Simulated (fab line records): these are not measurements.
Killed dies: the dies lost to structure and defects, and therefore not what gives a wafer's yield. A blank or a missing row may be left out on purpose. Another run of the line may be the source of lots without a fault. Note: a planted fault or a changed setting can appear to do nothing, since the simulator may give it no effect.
One fault through the eyes of 2 desks    flow gf180mcu    what lay behind the numbers comes last; until then each desk has only its own

TOOL OWNER'S DESK, pecvd-02
The tool's own readings at GF_V1_CVD_02 (deposits SiO2 from TEOS, target thk 850 nm, time 94.851 s): means of the sampled wafers that have a number, for each lot that ran on this tool. If a lot's mean is further than 4 standard deviations from the usual mean, the lot is out of limits and carries the mark OUT (the distance appears in the brackets).
Columns: A = heater-power-w at GF_V1_CVD_02, usual 679 W
lot   first seen here  A
L895  day 20 07:53     838
L901  day 22 06:37     805
L902  day 22 22:21     684
This desk's finding: nothing out of limits on any of the 3 lots.

METROLOGY DESK
Lot by lot, what the gauges showed, no matter which tool ran the lot: averages of those sampled wafers that carry a number. If a lot's mean is further than 4 standard deviations from the usual mean, the lot is out of limits and carries the mark OUT (the distance appears in the brackets).
Columns: A = CONTACT_W_THK at GF_CONTACT_THK_MEAS_26, usual 293 nm; B = M1_OVL at GF_M1_OVL_MEAS_15, usual -1 nm; C = V1_CVD_02_THK at GF_V1_THK_MEAS_03, usual 854 nm
lot   first seen here  A    B    C
L888  day 16 10:19     298  6    844
L890  day 17 04:44     294  4    842
L891  day 17 23:12     297  0    867
L893  day 18 13:16     302  -13  865
L894  day 18 19:28     293  -1   856
L895  day 19 05:58     290  -3   846
L901  day 21 05:22     289  -3   801 (-4.4) OUT
L902  day 21 20:43     292  -6   828
L904  day 22 11:06     299  -3   874
L905  day 22 17:29     299  6    863
L907  day 23 07:19     291  4    853
L910  day 24 08:31     291  -6   851
This desk finds L901 out of limits, with the earliest case on L901 at day 22 06:43 (V1_CVD_02_THK at GF_V1_THK_MEAS_03). Within limits: L888, L890, L891, L893, L894, L895, L902, L904, L905, L907, L910.

BROUGHT TOGETHER
The metrology desk could have raised an alarm at day 22 06:43, on L901.
The tool owner's desk saw nothing out of limits.
The tool owner's desk has L901 on record, within its limits.
GF_V1_CVD_02 was run on pecvd-02 by each of the lots named.

WHAT THE SIMULATOR PUT IN
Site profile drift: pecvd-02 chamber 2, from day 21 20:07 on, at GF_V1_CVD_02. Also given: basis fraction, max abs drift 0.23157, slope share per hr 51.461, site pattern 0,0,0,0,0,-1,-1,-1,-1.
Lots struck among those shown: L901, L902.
Time in hours between the start of the fault and the first out-of-limits reading at each desk: metrology desk, 11.
